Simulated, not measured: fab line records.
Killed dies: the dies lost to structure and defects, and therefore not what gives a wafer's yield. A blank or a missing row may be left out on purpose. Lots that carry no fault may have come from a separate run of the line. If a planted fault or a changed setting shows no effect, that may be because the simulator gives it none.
Matching of chambers | flow sfq line | SFQ_TRILAYER_I0_CMP_CMP_028 on cmp-01: 4 sister chambers
The step polishes SiO2. 8 wafers are shown with their chamber, then 11 later ones without.

## EACH WAFER AND ITS CHAMBER
wafer  | chamber | motor current A (A) | time to endpoint s (s)
L599.2 | 0       | 10.7                | 215
L599.4 | 3       | 10.0                | 215
L599.6 | 2       | 10.3                | 206
L601.4 | 1       | 10.7                | 215
L601.3 | 0       | 10.9                | 215
L603.2 | 1       | 11.0                | 219
L604.2 | 3       | 9.2                 | 211
L607.1 | 2       | 9.5                 | 202

## WAFERS WITH NO CHAMBER GIVEN
wafer  | motor current A (A) | time to endpoint s (s)
L607.2 | 9.4                 | 213
L607.5 | 11.1                | 228
L608.2 | 9.5                 | 202
L608.4 | 11.1                | 216
L608.6 | 11.3                | 216
L609.4 | 9.7                 | 227
L609.2 | 10.7                | 221
L609.3 | 9.4                 | 203
L611.1 | 9.9                 | 203
L611.3 | 11.1                | 213
L611.6 | 10.2                | 212

## WHICH CHAMBER EACH WENT THROUGH
wafer  | from the rows above               | in truth
L607.2 | 3                                 | 3
L607.5 | can't be placed: 1 or 0           | 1
L608.2 | 2                                 | 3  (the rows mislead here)
L608.4 | can't be placed: 1 or 0           | 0
L608.6 | can't be placed: 1 or 0           | 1
L609.4 | can't be placed: 1 or 0 or 3      | 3
L609.2 | can't be placed: 1 or 0           | 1
L609.3 | 2                                 | 2
L611.1 | 2                                 | 2
L611.3 | can't be placed: 0 or 1           | 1
L611.6 | can't be placed: 3 or 0 or 1 or 2 | 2
Placed correctly: 3 of 11. These rows do not allow placing 7 (true chamber among the candidates in 7). Wrongly placed: 1.
How it was worked out, from the rows above alone: a wafer's distance from a chamber is the root of the sum, over the readings, of the square of ((its reading less the chamber's mean) divided by the reading's scatter). If the next closest chamber is less than 2 further off than the closest, the wafer can't be placed; otherwise it belongs to the closest. The mean given for a chamber averages the wafers shown for that chamber. The scatter is the square root of a quotient: the sum, over the shown wafers, of each reading's squared deviation from its chamber's mean, divided by wafers minus chambers.
